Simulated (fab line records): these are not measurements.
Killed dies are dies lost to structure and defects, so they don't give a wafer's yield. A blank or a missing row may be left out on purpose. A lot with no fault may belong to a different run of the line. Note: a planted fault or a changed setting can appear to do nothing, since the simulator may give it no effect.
Struck lot and sound lot, side by side || flow sky130 || 35 steps out of a route of 708
Sound: wafers L324.3, L324.4, L324.6. Struck: wafer L336.6. (L336.2, L336.5 of the same lot were not struck and are left out.) The cause comes at the end.
Order at every step that has rows: each side's tool, ch and its chambers, its first start. Under that, the readings that differ: sound wafers || struck wafers || difference of the means || sigmas: that difference in standard deviations of wafers without a fault.
alike: a reading whose means differ by less than 2 such deviations, as well as words and numbers matching on both sides. not compared: withheld readings; readings where some wafer has no value; bounds like >300 that might hide an equal value; numbers whose values overlap and for which the record gives no deviation.
Wherever a step has rows on one side only, a row that says differs or no value, or a row with sigmas, the two part there. Numbers that don't overlap but have no deviation are shown without sigmas and don't part them. Lack of a reading on every wafer of one side parts them only where that side has two or more wafers.

first, 10 steps without rows for these wafers: SKY_METAL1_EXPOSE_12 (exposes mask MM1, target cd 140 nm); SKY_METAL1_PEB_13; SKY_METAL1_DEVELOP_14 (develop time 60 s); SKY_METAL1_DESCUM_17 (chemistry O2, time 8 s); SKY_METAL1_ETCH_18 (etches BARC in N2/H2, stops on SiO2, time 45.9 s, target depth 60 nm); SKY_METAL1_METAL_ETCH_19 (etches the open film in Cl2/BCl3, stops on SiO2, target depth 360 nm, time 78 s); SKY_METAL1_STRIP_20 (strips in O2/N2); SKY_METAL1_STRIP_21 (strips in post etch residue remover, time 1200 s); SKY_METAL1_CLEAN_22 (cleans in IPA, time 180 s); SKY_METAL1_CLEAN_23 (cleans in O3/DIW).
SKY_VIA1_HDPCVD_00: deposits SiO2, target thk 1030 nm, time 171.7 s.
  sound on hdpcvd-01 ch 0,1, day 36 02:06; struck on hdpcvd-01 ch 1, day 39 18:41
  alike: sih4 flow sccm
then, 23 steps without rows for these wafers: SKY_VIA1_CMP_02 (polishes SiO2); SKY_VIA1_DEHYDRATE_04 (time 60 s); SKY_VIA1_HMDS_05 (prime time 60 s); SKY_VIA1_COAT_06 (resist thk 60 nm); SKY_VIA1_COAT_07 (resist thk 450 nm); SKY_VIA1_SOFTBAKE_08 (time 90 s); SKY_VIA1_EXPOSE_09 (exposes mask VIM, target cd 150 nm); SKY_VIA1_PEB_10; SKY_VIA1_DEVELOP_11 (develop time 60 s); SKY_VIA1_ETCH_14 (etches BARC in N2/H2, stops on SiO2, time 45.9 s, target depth 60 nm); SKY_VIA1_ETCH_15 (etches SiO2 in C4F8/O2/Ar, stops on TiN, target depth 351 nm, time 54 s); SKY_VIA1_STRIP_16 (strips in O2/N2); SKY_VIA1_STRIP_17 (strips in post etch residue remover, time 1200 s); SKY_VIA1_CLEAN_18 (cleans in IPA, time 180 s); SKY_VIA1_CLEAN_19 (cleans in O3/DIW); SKY_VIA1_SPUTTER_20 (material TiN, target thk 20 nm, time 80 s); SKY_VIA1_CVD_21 (deposits W, target thk 270 nm, time 80.902 s); SKY_VIA1_CMP_24 (polishes, stops on SiO2, t overpolish 15 s, target thk 0 nm); SKY_METAL2_SPUTTER_00 (material Ti, target thk 15 nm, time 10 s); SKY_METAL2_SPUTTER_01 (material TiN, target thk 20 nm, time 16.7 s); SKY_METAL2_SPUTTER_02 (material AlCu, target thk 250 nm, time 13.3 s); SKY_METAL2_SPUTTER_03 (material Ti, target thk 5 nm, time 3.3 s); SKY_METAL2_SPUTTER_04 (material TiN, target thk 70 nm, time 58.3 s).
-- the record jumps here: 11 days lie between the struck wafers' starts before and after (it left off in module METAL2 and takes up again in module PAD_OPEN, whose first step shown is number 708 of the route) --
SKY_PAD_OPEN_PROBE_99:
  struck on prober-02, day 50 21:34; sound on prober-01, day 48 05:37
{"reading": "defect limited yield (%)", "sound": "83.3 82.9 80.5", "struck": 74.8, "difference": -7.4, "sigmas": -4}
{"reading": "killed_at_M0_to_M3", "sound": "35 40 43", "struck": 80, "difference": "+41", "sigmas": "+6"}
{"reading": "killed dies", "sound": "82 84 96", "struck": 124, "difference": "+37", "sigmas": "+4"}
{"reading": "sort_bin_3_pad_short (%)", "sound": "0.8 0.8 1.0", "struck": 1.8, "difference": "+0.9", "sigmas": "+2"}
{"reading": "sort_bin_5_function (%)", "sound": "11.4 8.7 9.6", "struck": 17.1, "difference": "+7.2", "sigmas": "+5"}
{"reading": "sort n pass", "sound": "410 408 396", "struck": 368, "difference": -37, "sigmas": -4}
{"reading": "sort yield pct (%)", "sound": "83.3 82.9 80.5", "struck": 74.8, "difference": -7.4, "sigmas": -4}
{"reading": "model.etest.tester.sort n pass", "sound": "410 408 396", "struck": 368, "difference": -37, "sigmas": ""}
{"reading": "model.etest.tester.sort yield pct (%)", "sound": "83.33 82.93 80.49", "struck": 74.8, "difference": -7.5, "sigmas": ""}
{"reading": "model.etest.tester.sort_bin_5_pct (%)", "sound": "11.38 8.74 9.553", "struck": 17.07, "difference": "+7.18", "sigmas": ""}
{"reading": "model.etest.tester.sort_bin_3_pct (%)", "sound": "0.813 0.813 1.016", "struck": 1.829, "difference": "+0.948", "sigmas": ""}
  alike: killed_at_M4_up, killed at contacts, killed at front end, killed at other, killed on rim, killed open, killed short, sort_bin_6_memory

## WHERE THEY PART
SKY_PAD_OPEN_PROBE_99 only, going by this record.

WHY: whatever the simulator had introduced
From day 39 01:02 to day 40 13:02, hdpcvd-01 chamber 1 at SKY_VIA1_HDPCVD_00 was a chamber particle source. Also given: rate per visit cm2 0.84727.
